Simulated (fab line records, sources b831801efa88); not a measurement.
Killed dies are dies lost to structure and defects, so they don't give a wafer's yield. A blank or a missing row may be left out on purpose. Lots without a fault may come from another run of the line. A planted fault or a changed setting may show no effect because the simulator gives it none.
A struck lot beside a sound one | flow sky130 | 16 steps out of a route of 708
Sound: wafers L625.2, L625.4, L625.6. Struck: wafers L637.3, L637.5, L637.6. The cause comes at the end.
At each step with rows: each side's tool, then ch and its chambers, then its first start. Under that, the readings that differ: sound wafers | struck wafers | difference of the means | sigmas: that difference in standard deviations of wafers without a fault.
alike: readings whose means differ by less than 2 such deviations, and words and numbers that are the same on both sides. not compared: withheld readings, readings that some wafer has no value for, bounds like >300 that may hide the same value, and numbers for which the record gives no deviation and whose values overlap.
The two part at a step that has a row with sigmas, a row that says differs or no value, or rows on one side only. Numbers that don't overlap but have no deviation are shown without sigmas and don't part them. A reading that every wafer of one side lacks parts them only if that side has two wafers or more.

first, 3 steps without rows for these wafers: SKY_METAL2_EXPOSE_12 (exposes mask MM2, target cd 140 nm); SKY_METAL2_PEB_13; SKY_METAL2_DEVELOP_14 (develop time 58.7 s).
SKY_METAL2_CD_MEAS_15: target cd 140 nm.
  sound on cd_sem-02, day 35 22:27; struck on cd_sem-02, day 39 02:31
  alike: cd_nm
SKY_METAL2_OVL_MEAS_16:
  sound on overlay-01, day 35 22:33; struck on overlay-01, day 39 02:37
  alike: METAL2_OVL
SKY_METAL2_DESCUM_17: chemistry O2, time 8 s.
  sound on rie_metal-04 ch 0,1, day 35 22:35; struck on rie_metal-01 ch 0,1, day 39 02:38
  alike: drypump_motor_current_A, oes_product_au
  not compared: rf_hours_counter_h
SKY_METAL2_ETCH_18: etches BARC in N2/H2, stops on SiO2, time 45.9 s, target depth 60 nm.
  sound on rie_metal-04 ch 0,1, day 35 22:37; struck on rie_metal-01 ch 0,1, day 39 02:41
  alike: drypump_motor_current_A, oes_product_au, throttle_valve_pct
  not compared: rf_hours_counter_h
SKY_METAL2_METAL_ETCH_19: etches the open film in Cl2/BCl3, stops on SiO2, target depth 360 nm, time 78 s.
  sound on rie_metal-04 ch 0,1, day 35 22:41; struck on rie_metal-01 ch 0,1, day 39 02:46
  alike: bcl3_flow_sccm, drypump_motor_current_A, oes_product_au, throttle_valve_pct
  not compared: rf_hours_counter_h
SKY_METAL2_STRIP_20: strips in O2/N2.
  sound on plasma_asher-01 ch 0,1, day 35 22:46; struck on plasma_asher-02 ch 0,1, day 39 02:51
  alike: drypump_motor_current_A, oes_product_au, strip_time_to_endpoint_s
  not compared: rf_hours_counter_h
then, 3 steps without rows for these wafers: SKY_METAL2_STRIP_21 (strips in post etch residue remover, time 1200 s); SKY_METAL2_CLEAN_22 (cleans in IPA, time 180 s); SKY_METAL2_CLEAN_23 (cleans in O3/DIW).
SKY_VIA2_HDPCVD_00: deposits SiO2, target thk 1180 nm, time 196.7 s.
  sound on hdpcvd-01 ch 0,1,2, day 35 23:22; struck on hdpcvd-01 ch 0,1,2, day 39 03:25
  reading                                  | sound             | struck            | difference | sigmas
  sih4_flow_sccm (sccm)                    | 60.19 59.98 59.87 | 71.81 71.84 72.20 | +11.94     | +63
  model.SiO2_of_VIA2_HDPCVD_00.thk_nm (nm) | 1150 1159 1169    | 1394 1406 1392    | +238       |
SKY_VIA2_THK_MEAS_01:
  sound on film_metro-03, day 35 23:29; struck on film_metro-04, day 39 03:34
  reading              | sound          | struck         | difference | sigmas
  VIA2_HDPCVD_THK (nm) | 1149 1160 1169 | 1395 1406 1394 | +239       | +22
SKY_VIA2_CMP_02: polishes SiO2.
  sound on cmp-02 ch 2,3, day 35 23:32; struck on cmp-02 ch 1,2, day 39 03:47
  alike: head_pressure_psi, motor_current_A
-- the record jumps here: 10 days lie between the struck wafers' starts before and after (it left off in module VIA2 and takes up again in module PAD_OPEN, whose first step shown is number 708 of the route) --
SKY_PAD_OPEN_PROBE_99:
  sound on prober-01, day 46 08:57; struck on prober-01, day 48 19:41
  alike: defect_limited_yield, killed_at_M0_to_M3, killed_at_M4_up, killed_at_contacts, killed_at_front_end, killed_at_other, killed_dies, killed_on_rim, killed_open, killed_short, sort_bin_3_pad_short, sort_bin_5_function, sort_bin_6_memory, sort_n_pass, sort_yield_pct

WHERE THEY PART
First at SKY_VIA2_HDPCVD_00; last, within this record, at SKY_VIA2_THK_MEAS_01. Later steps at which nothing parts them and some readings are alike: SKY_VIA2_CMP_02, SKY_PAD_OPEN_PROBE_99.

WHY: what the simulator had put in
Process parameter drift: hdpcvd-01, from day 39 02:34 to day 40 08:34, at SKY_VIA2_HDPCVD_00. Setting sih4_flow_sccm, moved by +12, from 60. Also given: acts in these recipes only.
